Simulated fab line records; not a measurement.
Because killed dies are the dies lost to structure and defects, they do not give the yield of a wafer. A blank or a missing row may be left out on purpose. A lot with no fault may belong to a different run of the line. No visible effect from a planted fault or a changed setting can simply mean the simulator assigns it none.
Which of the tools did it? || flow sky130 || Sampling: 15 lots, 45 wafers, 2 of 708 route steps

WHAT THE GAUGES READ, wafer by wafer
SKY_VT_ADJUST_HVTR_OVL_MEAS_08.
{"lot": "L752", "measured": "day 9 13:43", "on": "overlay-01", "VT_ADJUST_HVTR_OVL (nm)": "2.5 1.8 2.4"}
{"lot": "L755", "measured": "day 10 05:00", "on": "overlay-02", "VT_ADJUST_HVTR_OVL (nm)": "4.1 3.0 4.1"}
{"lot": "L757", "measured": "day 11 01:23", "on": "overlay-02", "VT_ADJUST_HVTR_OVL (nm)": "3.0 2.0 2.7"}
{"lot": "L758", "measured": "day 11 10:15", "on": "overlay-01", "VT_ADJUST_HVTR_OVL (nm)": "1.2 0.7 0.7"}
{"lot": "L759", "measured": "day 11 14:32", "on": "overlay-01", "VT_ADJUST_HVTR_OVL (nm)": "-0.6 -0.8 0.7"}
{"lot": "L766", "measured": "day 13 13:23", "on": "overlay-02", "VT_ADJUST_HVTR_OVL (nm)": "1.9 2.4 2.2"}
{"lot": "L767", "measured": "day 13 21:59", "on": "overlay-02", "VT_ADJUST_HVTR_OVL (nm)": "2.8 2.5 2.6"}
{"lot": "L768", "measured": "day 14 04:45", "on": "overlay-02", "VT_ADJUST_HVTR_OVL (nm)": "0.0 1.2 0.3"}
{"lot": "L769", "measured": "day 14 11:41", "on": "overlay-01", "VT_ADJUST_HVTR_OVL (nm)": "1.6 3.0 2.9"}
{"lot": "L770", "measured": "day 14 21:36", "on": "overlay-01", "VT_ADJUST_HVTR_OVL (nm)": "2.3 2.6 0.6"}
{"lot": "L771", "measured": "day 15 00:42", "on": "overlay-01", "VT_ADJUST_HVTR_OVL (nm)": "2.7 1.5 1.8"}
{"lot": "L772", "measured": "day 15 08:35", "on": "overlay-02", "VT_ADJUST_HVTR_OVL (nm)": "2.4 2.2 1.2"}
{"lot": "L773", "measured": "day 15 22:59", "on": "overlay-01", "VT_ADJUST_HVTR_OVL (nm)": "0.6 1.5 -1.5"}
{"lot": "L775", "measured": "day 16 09:08", "on": "overlay-01", "VT_ADJUST_HVTR_OVL (nm)": "1.0 1.5 2.0"}
{"lot": "L774", "measured": "day 16 11:40", "on": "overlay-02", "VT_ADJUST_HVTR_OVL (nm)": "2.5 2.7 1.0"}

SKY_POLY_GATE_CD_MEAS_22.
{"lot": "L752", "measured": "day 16 22:11", "on": "cd sem-02", "cd nm (nm)": "146.9 145.5 147.1"}
{"lot": "L755", "measured": "day 17 12:12", "on": "cd sem-02", "cd nm (nm)": "150.5 150.7 150.2"}
{"lot": "L757", "measured": "day 18 10:26", "on": "cd sem-01", "cd nm (nm)": "149.8 154.0 148.5"}
{"lot": "L758", "measured": "day 19 00:14", "on": "cd sem-02", "cd nm (nm)": "152.8 151.3 150.9"}
{"lot": "L759", "measured": "day 19 00:14", "on": "cd sem-01", "cd nm (nm)": "151.7 149.4 150.1"}
{"lot": "L766", "measured": "day 21 09:35", "on": "cd sem-02", "cd nm (nm)": "151.5 150.1 151.2"}
{"lot": "L767", "measured": "day 22 02:34", "on": "cd sem-01", "cd nm (nm)": "151.3 150.2 151.8"}
{"lot": "L768", "measured": "day 22 11:11", "on": "cd sem-02", "cd nm (nm)": "152.0 151.0 151.5"}
{"lot": "L769", "measured": "day 22 18:44", "on": "cd sem-01", "cd nm (nm)": "146.7 150.4 149.2"}
{"lot": "L770", "measured": "day 23 04:10", "on": "cd sem-01", "cd nm (nm)": "152.0 151.2 151.1"}
{"lot": "L771", "measured": "day 23 03:04", "on": "cd sem-01", "cd nm (nm)": "151.2 148.2 149.6"}
{"lot": "L772", "measured": "day 23 15:52", "on": "cd sem-02", "cd nm (nm)": "149.7 149.4 148.9"}
{"lot": "L773", "measured": "day 24 09:37", "on": "cd sem-02", "cd nm (nm)": "149.4 149.8 147.6"}
{"lot": "L775", "measured": "day 24 17:42", "on": "cd sem-01", "cd nm (nm)": "147.5 150.2 149.5"}
{"lot": "L774", "measured": "day 24 15:34", "on": "cd sem-01", "cd nm (nm)": "150.9 150.2 149.3"}

WHAT TOOL EACH LOT RAN ON (gives the tool, then ch and the chambers of the sampled wafers, and finally the start)
The record holds no process step before these readings.

AS READ BY THE TOOLS THEMSELVES (means over the sampled wafers that have a number; for cases with no such wafer, the mark the record gives instead)
The record holds no such reading with a usual standard deviation.

THE ANSWER, worked out from the rows above alone
Rule: the usual values come from the lots themselves. Put in order of their means at a reading, lots are off if they are a third of the lots or fewer, leave a main group of 4 or more, and stand apart from it by a gap of 3 or more times the standard deviation of the main group's means; of several such gaps the widest counts. Not used: any main group whose means are identical at the precision the tables above print for the reading. Also off: a lot with no number at a reading for which 4 or more lots have one. All remaining lots with rows at the step are treated as sound. Order of review: gauges by route order, followed by the tools' own readings, for which a lot's mean as printed above is used. At the first step where some lot is off, the reading lying furthest off is the one used; lots without a number count as furthest.
No lot is off on any of the readings shown, so nothing can be concluded from this.

WHAT THE SIMULATOR PUT IN
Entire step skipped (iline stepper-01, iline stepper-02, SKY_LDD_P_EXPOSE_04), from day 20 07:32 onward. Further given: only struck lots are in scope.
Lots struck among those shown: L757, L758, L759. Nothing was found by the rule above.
